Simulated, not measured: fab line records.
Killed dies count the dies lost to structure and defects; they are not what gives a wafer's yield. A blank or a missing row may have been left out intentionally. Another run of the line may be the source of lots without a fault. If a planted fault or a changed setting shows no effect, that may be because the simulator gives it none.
Which tool is to blame? + flow sky130 + Sampling: 13 lots, 39 wafers, 3 of 708 route steps

== WHAT THE GAUGES READ, wafer by wafer ==
SKY_PASSIVATION_THK_MEAS_01.
| lot  | measured     | on            | PASSIVATION_CVD_00_THK (nm) |
|------|--------------|---------------|-----------------------------|
| L863 | day 44 02:16 | film_metro-02 | 89.2 89.8 90.5              |
| L867 | day 45 10:55 | film_metro-01 | 88.3 90.3 88.5              |
| L868 | day 45 17:25 | film_metro-02 | 88.7 88.9 90.2              |
| L873 | day 47 10:43 | film_metro-02 | 90.9 91.6 91.5              |
| L875 | day 47 15:10 | film_metro-01 | 89.5 89.6 92.1              |
| L877 | day 48 07:52 | film_metro-02 | 88.2 89.5 89.5              |
| L878 | day 48 11:28 | film_metro-02 | 89.4 90.4 92.5              |
| L879 | day 48 13:50 | film_metro-04 | 89.3 89.3 89.4              |
| L881 | day 48 23:12 | film_metro-01 | 89.8 91.4 89.1              |
| L882 | day 49 02:23 | film_metro-02 | 90.1 89.9 91.4              |
| L883 | day 49 06:32 | film_metro-01 | 92.2 90.7 93.0              |
| L884 | day 49 07:35 | film_metro-02 | 89.0 90.4 88.6              |
| L885 | day 49 22:41 | film_metro-01 | 89.1 89.7 90.6              |

== WHAT TOOL EACH LOT RAN ON (gives the tool, then ch and the chambers of the sampled wafers, and finally the start) ==
| lot  | SKY_CONTACT_HDPCVD_02            | SKY_METAL5_SPUTTER_03        |
|------|----------------------------------|------------------------------|
| L863 | hdpcvd-01 ch 0,1,2, day 31 01:59 | pvd_sputter-01, day 43 02:23 |
| L867 | hdpcvd-01 ch 1,2, day 32 13:21   | pvd_sputter-02, day 44 12:02 |
| L868 | hdpcvd-01 ch 0,2, day 32 23:11   | pvd_sputter-02, day 44 18:19 |
| L873 | hdpcvd-02 ch 0,1, day 34 20:38   | pvd_sputter-02, day 46 13:23 |
| L875 | hdpcvd-02 ch 0,2, day 35 05:48   | pvd_sputter-02, day 46 18:29 |
| L877 | hdpcvd-01 ch 0,1, day 35 19:53   | pvd_sputter-02, day 47 11:37 |
| L878 | hdpcvd-02 ch 0,2, day 36 05:51   | pvd_sputter-04, day 47 15:20 |
| L879 | hdpcvd-01 ch 0,1,2, day 36 11:10 | pvd_sputter-04, day 47 18:32 |
| L881 | hdpcvd-01 ch 0,2, day 36 21:25   | pvd_sputter-04, day 48 04:02 |
| L882 | hdpcvd-01 ch 0,1, day 37 04:51   | pvd_sputter-02, day 48 07:18 |
| L883 | hdpcvd-01 ch 0,1,2, day 37 10:07 | pvd_sputter-01, day 48 11:08 |
| L884 | hdpcvd-02 ch 0,1,2, day 37 15:37 | pvd_sputter-04, day 48 12:51 |
| L885 | hdpcvd-02 ch 0,1,2, day 38 06:46 | pvd_sputter-02, day 49 04:41 |
- SKY_CONTACT_HDPCVD_02: deposits SiO2, target thk 565 nm, time 94.2 s.
- SKY_METAL5_SPUTTER_03: material Ti, target thk 5 nm, time 3.3 s.

== AS READ BY THE TOOLS THEMSELVES (means over the sampled wafers that have a number; for cases with no such wafer, the mark the record gives instead) ==
SKY_METAL5_SPUTTER_03.
| lot  | tool           | throttle_valve_pct (%) |
|------|----------------|------------------------|
| L863 | pvd_sputter-01 | 30.3                   |
| L867 | pvd_sputter-02 | 30.2                   |
| L868 | pvd_sputter-02 | 30.3                   |
| L873 | pvd_sputter-02 | 30.2                   |
| L875 | pvd_sputter-02 | 30.3                   |
| L877 | pvd_sputter-02 | 30.9                   |
| L878 | pvd_sputter-04 | 29.7                   |
| L879 | pvd_sputter-04 | 29.6                   |
| L881 | pvd_sputter-04 | 29.2                   |
| L882 | pvd_sputter-02 | 30.3                   |
| L883 | pvd_sputter-01 | 29.5                   |
| L884 | pvd_sputter-04 | 29.3                   |
| L885 | pvd_sputter-02 | 29.7                   |

== THE ANSWER, worked out from the rows above alone ==
Rule: what is usual is taken from the lots themselves. The widest of any qualifying gaps counts: lots, ordered by their means at a reading, are off when they make up no more than a third of the lots, leave a main group of 4 or more, and stand apart from it by 3 or more times the standard deviation of that group's means. A main group whose means are all the same, to the digits that the tables above print for the reading, isn't used. Also off: a lot with no number at a reading for which 4 or more lots have one. Where the step has rows for the other lots, those lots are counted as sound. First the gauges in route order, then the tools' own readings, where a lot's mean is used as printed above. At the first step where some lot is off, the reading lying furthest off is the one used; lots without a number count as furthest.
No lot is off at any reading shown: from this, nothing can be told.

== WHAT THE SIMULATOR PUT IN ==
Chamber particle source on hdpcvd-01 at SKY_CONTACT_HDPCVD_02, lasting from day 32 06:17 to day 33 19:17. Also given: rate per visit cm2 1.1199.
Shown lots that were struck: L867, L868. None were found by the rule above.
